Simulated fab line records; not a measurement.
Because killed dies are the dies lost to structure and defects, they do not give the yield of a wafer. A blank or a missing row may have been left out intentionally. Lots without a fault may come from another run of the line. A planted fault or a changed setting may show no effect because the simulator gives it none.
What tool caused it?    flow sfqLine    42 wafers from 14 lots sampled at 3 of the route's 325 steps

## WHAT EACH GAUGE READ, for each wafer
Not one reading of a measure or inspect step in the record can be checked against a usual standard deviation.

## TOOL THAT RAN EACH LOT (tool first, then ch and the chambers of the sampled wafers, then the start)
lot   SFQ_TRILAYER_I0_CMP_CMP_028    SFQ_TRILAYER_I0_METRO_MEASURE_029  SFQ_TRILAYER_I0_VIA_ETCH_VIA_ETCH_034
L583  cmp-01 ch 0,1,2, day 11 14:37  filmMetro-01, day 11 16:38         rieDiel-02 ch 0,2,3, day 16 20:32
L584  cmp-01 ch 0,2, day 12 05:01    filmMetro-03, day 12 07:50         rieDiel-01 ch 2,3, day 17 11:04
L585  cmp-02 ch 0,1,3, day 12 19:41  filmMetro-01, day 12 22:31         rieDiel-02 ch 1,2,3, day 18 06:16
L587  cmp-02 ch 0,2,3, day 13 11:40  filmMetro-03, day 13 14:59         rieDiel-02 ch 0,1,3, day 19 00:16
L588  cmp-01 ch 1,3, day 13 21:13    filmMetro-01, day 14 00:20         rieDiel-01 ch 0,3, day 19 12:16
L589  cmp-02 ch 0,1,3, day 14 03:49  filmMetro-04, day 14 06:56         rieDiel-02 ch 0,1,2, day 19 18:16
L591  cmp-02 ch 0,1,2, day 14 23:13  filmMetro-01, day 15 01:53         rieDiel-04 ch 2,3, day 20 22:55
L593  cmp-02 ch 0,1, day 15 23:41    filmMetro-03, day 16 02:19         rieDiel-01 ch 2,3, day 22 06:34
L595  cmp-01 ch 0,1, day 16 07:00    filmMetro-04, day 16 10:19         rieDiel-02 ch 0,1,2, day 22 08:58
L600  cmp-01 ch 0,3, day 18 03:40    filmMetro-01, day 18 06:47         rieDiel-01 ch 1,2,3, day 22 14:58
L601  cmp-01 ch 0,1,2, day 18 09:40  filmMetro-01, day 18 12:59         rieDiel-04 ch 0,1, day 22 16:10
L602  cmp-02 ch 1,2,3, day 18 16:02  filmMetro-04, day 18 19:09         rieDiel-02 ch 0,2,3, day 22 17:22
L603  cmp-02 ch 2,3, day 19 04:21    filmMetro-01, day 19 08:04         rieDiel-01 ch 0,2,3, day 22 18:38
L604  cmp-01 ch 0,2,3, day 19 15:29  filmMetro-03, day 19 17:36         rieDiel-04 ch 1,2, day 22 19:46
- SFQ_TRILAYER_I0_CMP_CMP_028: polishes SiO2.
- SFQ_TRILAYER_I0_METRO_MEASURE_029
- SFQ_TRILAYER_I0_VIA_ETCH_VIA_ETCH_034: etches SiO2 in CHF3, stops on Nb, target depth 260 nm.

## WHAT THE TOOLS THEMSELVES READ (means of the sampled wafers that have a number; where no wafer has one, the mark that the record gives instead)
SFQ_TRILAYER_I0_CMP_CMP_028. Usual: edgeZonePressureFrac 1.000, standard deviation 0.0044; headPressurePsi 2.999 psi, standard deviation 0.0063; motorCurrentA 10.0 A, standard deviation 0.79; retainingRingPressureFrac 1.001, standard deviation 0.0053; timeToEndpointS 212 s, standard deviation 7.9.
lot   tool    edgeZonePressureFrac  headPressurePsi (psi)  motorCurrentA (A)  retainingRingPressureFrac  timeToEndpointS (s)  flag
L583  cmp-01  0.999                 3.001                  10.3               1.000                      215                  
L584  cmp-01  0.997                 3.000                  11.0               1.001                      201                  
L585  cmp-02  1.001                 2.991                  9.9                0.997                      221                  
L587  cmp-02  0.998                 3.002                  9.8                0.999                      210                  
L588  cmp-01  0.998                 2.998                  10.0               0.999                      218                  
L589  cmp-02  1.000                 2.992                  9.8                1.000                      218                  
L591  cmp-02  1.003                 3.005                  9.3                1.007                      220                  
L593  cmp-02  1.001                 3.005                  9.7                0.999                      215                  
L595  cmp-01  0.999                 3.002                  11.0               1.001                      199                  
L600  cmp-01  -                     -                      -                  -                          -                    OFF
L601  cmp-01  -                     -                      -                  -                          -                    OFF
L602  cmp-02  1.003                 3.007                  9.6                0.998                      213                  
L603  cmp-02  1.001                 3.004                  9.5                1.003                      219                  
L604  cmp-01  1.004                 2.995                  10.3               1.007                      219                  

SFQ_TRILAYER_I0_METRO_MEASURE_029. Usual: thkNm reads 202.1 nm (standard deviation 1.1).
lot   tool          thkNm (nm)  flag
L583  filmMetro-01  200.3       
L584  filmMetro-03  201.4       
L585  filmMetro-01  202.5       
L587  filmMetro-03  203.1       
L588  filmMetro-01  203.6       
L589  filmMetro-04  202.4       
L591  filmMetro-01  202.7       
L593  filmMetro-03  202.3       
L595  filmMetro-04  201.9       
L600  filmMetro-01  491.6       OFF
L601  filmMetro-01  498.5       OFF
L602  filmMetro-04  202.9       
L603  filmMetro-01  202.4       
L604  filmMetro-03  201.2       

SFQ_TRILAYER_I0_VIA_ETCH_VIA_ETCH_034. Usual: drypumpMotorCurrentA 5.7 A, standard deviation 0.44; oesProductAu 0.859 a.u., standard deviation 0.0052.
lot   tool        drypumpMotorCurrentA (A)  oesProductAu (a.u.)  flag
L583  rieDiel-02  5.9                       0.853                
L584  rieDiel-01  5.1                       0.854                
L585  rieDiel-02  5.7                       0.859                
L587  rieDiel-02  5.9                       0.860                
L588  rieDiel-01  5.6                       0.864                
L589  rieDiel-02  5.8                       0.861                
L591  rieDiel-04  5.9                       0.859                
L593  rieDiel-01  5.1                       0.858                
L595  rieDiel-02  5.8                       0.857                
L600  rieDiel-01  5.1                       1.631                OFF
L601  rieDiel-04  6.1                       1.614                OFF
L602  rieDiel-02  5.9                       0.860                
L603  rieDiel-01  5.3                       0.861                
L604  rieDiel-04  5.4                       0.862                

## THE ANSWER, worked out from the rows above alone
Rule: a lot counts as off when the mean over its wafers that have a number is more than 3 standard deviations away from the usual mean. Also off: a lot with no number at a reading for which 4 or more lots have one. Any other lot the step has rows for is counted as sound. The gauges are gone through in route order, then the tools' own readings, and for those a lot's mean is taken as printed above. At the first step where some lot is off, the reading lying furthest off is the one used; lots without a number count as furthest.
Off at SFQ_TRILAYER_I0_CMP_CMP_028 (edgeZonePressureFrac): L600, L601. Without a number there: L600, L601.
If a tool, at that step or one of the process steps before it, ran each lot that is off and ran no sound lot following the first of them, it fits. Of those tried, none fits.

## WHAT WAS PUT IN BY THE SIMULATOR
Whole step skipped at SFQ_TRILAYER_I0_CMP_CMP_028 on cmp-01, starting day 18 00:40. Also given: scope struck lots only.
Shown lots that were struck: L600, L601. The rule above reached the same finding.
